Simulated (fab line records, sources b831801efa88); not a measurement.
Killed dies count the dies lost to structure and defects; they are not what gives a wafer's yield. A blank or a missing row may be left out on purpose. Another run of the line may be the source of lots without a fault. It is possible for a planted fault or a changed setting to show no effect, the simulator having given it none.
Which tool did it? / flow sky130 / 10 lots with 30 wafers sampled at 4 steps, on a route of 708 steps

## WHAT THE GAUGES SHOWED, per wafer
SKY_VIA1_RS_MEAS_22: uses a four-point probe to measure. Usual: VIA1_W_RS typically reads 0.430 ohm/sq, with standard deviation 0.0046.
lot=L173; measured=day 35 02:31; on=film metro-02; VIA1_W_RS (ohm/sq)=0.432 0.438 0.431; flag=
lot=L176; measured=day 35 21:56; on=film metro-01; VIA1_W_RS (ohm/sq)=0.438 0.440 0.435; flag=
lot=L175; measured=day 36 01:58; on=film metro-01; VIA1_W_RS (ohm/sq)=0.434 0.433 0.429; flag=
lot=L179; measured=day 36 23:52; on=film metro-04; VIA1_W_RS (ohm/sq)=0.428 0.428 0.433; flag=
lot=L181; measured=day 38 01:01; on=film metro-01; VIA1_W_RS (ohm/sq)=0.433 0.433 0.431; flag=
lot=L185; measured=day 39 10:41; on=film metro-02; VIA1_W_RS (ohm/sq)=0.428 0.431 0.429; flag=
lot=L186; measured=day 39 22:47; on=film metro-02; VIA1_W_RS (ohm/sq)=0.427 0.329 0.427; flag=OFF
lot=L187; measured=day 40 03:33; on=film metro-01; VIA1_W_RS (ohm/sq)=0.326 0.421 0.425; flag=OFF
lot=L188; measured=day 40 17:24; on=film metro-02; VIA1_W_RS (ohm/sq)=0.428 0.328 0.423; flag=OFF
lot=L193; measured=day 41 10:18; on=film metro-01; VIA1_W_RS (ohm/sq)=0.429 0.432 0.430; flag=

SKY_VIA1_THK_MEAS_23: measures by xrf. Usual: VIA1_W_THK typically reads 264.5 nm, with standard deviation 2.9.
lot=L173; measured=day 35 02:38; on=film metro-02; VIA1_W_THK (nm)=264.8 261.3 264.2; flag=
lot=L176; measured=day 35 22:04; on=film metro-01; VIA1_W_THK (nm)=259.4 256.4 259.2; flag=
lot=L175; measured=day 36 02:04; on=film metro-01; VIA1_W_THK (nm)=261.6 262.3 265.0; flag=
lot=L179; measured=day 36 23:59; on=film metro-04; VIA1_W_THK (nm)=263.4 264.3 261.6; flag=
lot=L181; measured=day 38 01:07; on=film metro-01; VIA1_W_THK (nm)=259.4 261.1 262.0; flag=
lot=L185; measured=day 39 10:47; on=film metro-02; VIA1_W_THK (nm)=264.7 262.8 265.1; flag=
lot=L186; measured=day 39 22:54; on=film metro-02; VIA1_W_THK (nm)=265.0 344.8 266.5; flag=OFF
lot=L187; measured=day 40 03:40; on=film metro-01; VIA1_W_THK (nm)=347.4 272.0 269.3; flag=OFF
lot=L188; measured=day 40 17:31; on=film metro-02; VIA1_W_THK (nm)=264.0 343.3 268.6; flag=OFF
lot=L193; measured=day 41 10:25; on=film metro-01; VIA1_W_THK (nm)=265.9 265.6 266.8; flag=

## EACH LOT AND THE TOOL THAT RAN IT (in order: tool; ch and the chambers of the sampled wafers; start)
lot=L173; SKY_METAL1_ETCH_18=rie metal-01 ch 1, day 33 21:39; SKY_VIA1_CVD_21=cvd w-01 ch 0,1, day 35 02:25
lot=L176; SKY_METAL1_ETCH_18=rie metal-04 ch 0,1, day 34 16:52; SKY_VIA1_CVD_21=cvd w-02 ch 1, day 35 21:46
lot=L175; SKY_METAL1_ETCH_18=rie metal-03 ch 0,1, day 34 21:02; SKY_VIA1_CVD_21=cvd w-01 ch 0,1, day 36 01:52
lot=L179; SKY_METAL1_ETCH_18=rie metal-03 ch 0,1, day 35 19:04; SKY_VIA1_CVD_21=cvd w-02 ch 0,1, day 36 23:46
lot=L181; SKY_METAL1_ETCH_18=rie metal-01 ch 0, day 36 20:47; SKY_VIA1_CVD_21=cvd w-02 ch 0,1, day 38 00:55
lot=L185; SKY_METAL1_ETCH_18=rie metal-01 ch 0,1, day 38 06:41; SKY_VIA1_CVD_21=cvd w-02 ch 0,1, day 39 10:35
lot=L186; SKY_METAL1_ETCH_18=rie metal-03 ch 0,1, day 38 19:14; SKY_VIA1_CVD_21=cvd w-02 ch 0,1, day 39 22:41
lot=L187; SKY_METAL1_ETCH_18=rie metal-01 ch 0,1, day 38 23:29; SKY_VIA1_CVD_21=cvd w-02 ch 0,1, day 40 03:26
lot=L188; SKY_METAL1_ETCH_18=rie metal-03 ch 0, day 39 13:58; SKY_VIA1_CVD_21=cvd w-02 ch 0,1, day 40 17:19
lot=L193; SKY_METAL1_ETCH_18=rie metal-03 ch 0,1, day 40 06:49; SKY_VIA1_CVD_21=cvd w-01 ch 0,1, day 41 10:13
- SKY_METAL1_ETCH_18: etches BARC in N2/H2, stops on SiO2, time 45.9 s, target depth 60 nm.
- SKY_VIA1_CVD_21: deposits W, target thk 270 nm, time 80.902 s.

## AS READ BY THE TOOLS THEMSELVES (means over the sampled wafers that have a number; for cases with no such wafer, the mark the record gives instead)
SKY_METAL1_ETCH_18. Usual: drypump motor current A 5.4 A, standard deviation 0.44; oes product au 0.854 a.u., standard deviation 0.0047; throttle valve pct 13.223 %, standard deviation 0.0083.
lot=L173; tool=rie metal-01; drypump motor current A (A)=6.1; oes product au (a.u.)=0.859; throttle valve pct (%)=13.223; flag=
lot=L176; tool=rie metal-04; drypump motor current A (A)=5.1; oes product au (a.u.)=0.859; throttle valve pct (%)=13.226; flag=
lot=L175; tool=rie metal-03; drypump motor current A (A)=5.4; oes product au (a.u.)=0.853; throttle valve pct (%)=13.224; flag=
lot=L179; tool=rie metal-03; drypump motor current A (A)=5.3; oes product au (a.u.)=0.854; throttle valve pct (%)=13.235; flag=
lot=L181; tool=rie metal-01; drypump motor current A (A)=5.1; oes product au (a.u.)=0.860; throttle valve pct (%)=13.229; flag=
lot=L185; tool=rie metal-01; drypump motor current A (A)=5.5; oes product au (a.u.)=0.857; throttle valve pct (%)=13.218; flag=
lot=L186; tool=rie metal-03; drypump motor current A (A)=5.4; oes product au (a.u.)=0.852; throttle valve pct (%)=13.222; flag=
lot=L187; tool=rie metal-01; drypump motor current A (A)=5.5; oes product au (a.u.)=0.853; throttle valve pct (%)=13.218; flag=
lot=L188; tool=rie metal-03; drypump motor current A (A)=5.4; oes product au (a.u.)=0.856; throttle valve pct (%)=13.226; flag=
lot=L193; tool=rie metal-03; drypump motor current A (A)=5.3; oes product au (a.u.)=0.855; throttle valve pct (%)=13.225; flag=

SKY_VIA1_CVD_21. Usual: heater power w at 771 W, with a standard deviation of 46.
lot=L173; tool=cvd w-01; heater power w (W)=747; flag=
lot=L176; tool=cvd w-02; heater power w (W)=847; flag=
lot=L175; tool=cvd w-01; heater power w (W)=739; flag=
lot=L179; tool=cvd w-02; heater power w (W)=796; flag=
lot=L181; tool=cvd w-02; heater power w (W)=814; flag=
lot=L185; tool=cvd w-02; heater power w (W)=770; flag=
lot=L186; tool=cvd w-02; heater power w (W)=785; flag=
lot=L187; tool=cvd w-02; heater power w (W)=774; flag=
lot=L188; tool=cvd w-02; heater power w (W)=789; flag=
lot=L193; tool=cvd w-01; heater power w (W)=776; flag=

## THE ANSWER, worked out from the rows above alone
Rule: a lot is off if the mean of its wafers that have a number lies more than 3 standard deviations from the usual mean. Also off: a lot with no number at a reading for which 4 or more lots have one. Any other lot the step has rows for is counted as sound. First the gauges in route order, then the tools' own readings, where a lot's mean is used as printed above. The first step at which some lot is off is used, and at that step the reading that is off furthest; a lot without a number counts as furthest.
Off: L186, L187, L188, at SKY_VIA1_RS_MEAS_22 (VIA1_W_RS).
A tool fits if, at a process step before that reading, it ran every lot that is off, and no sound lot after the first of them. The gauges at SKY_VIA1_RS_MEAS_22 are tried like those tools. One candidate fits, namely cvd w-02 at SKY_VIA1_CVD_21. A fault onset in the window from L185 (day 39 10:35, its last sound lot) to L186 (day 39 22:41, its first lot off) fits.

## WHAT THE SIMULATOR PUT IN
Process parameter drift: cvd w-02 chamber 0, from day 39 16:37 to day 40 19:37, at SKY_VIA1_CVD_21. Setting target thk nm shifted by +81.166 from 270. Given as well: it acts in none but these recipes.
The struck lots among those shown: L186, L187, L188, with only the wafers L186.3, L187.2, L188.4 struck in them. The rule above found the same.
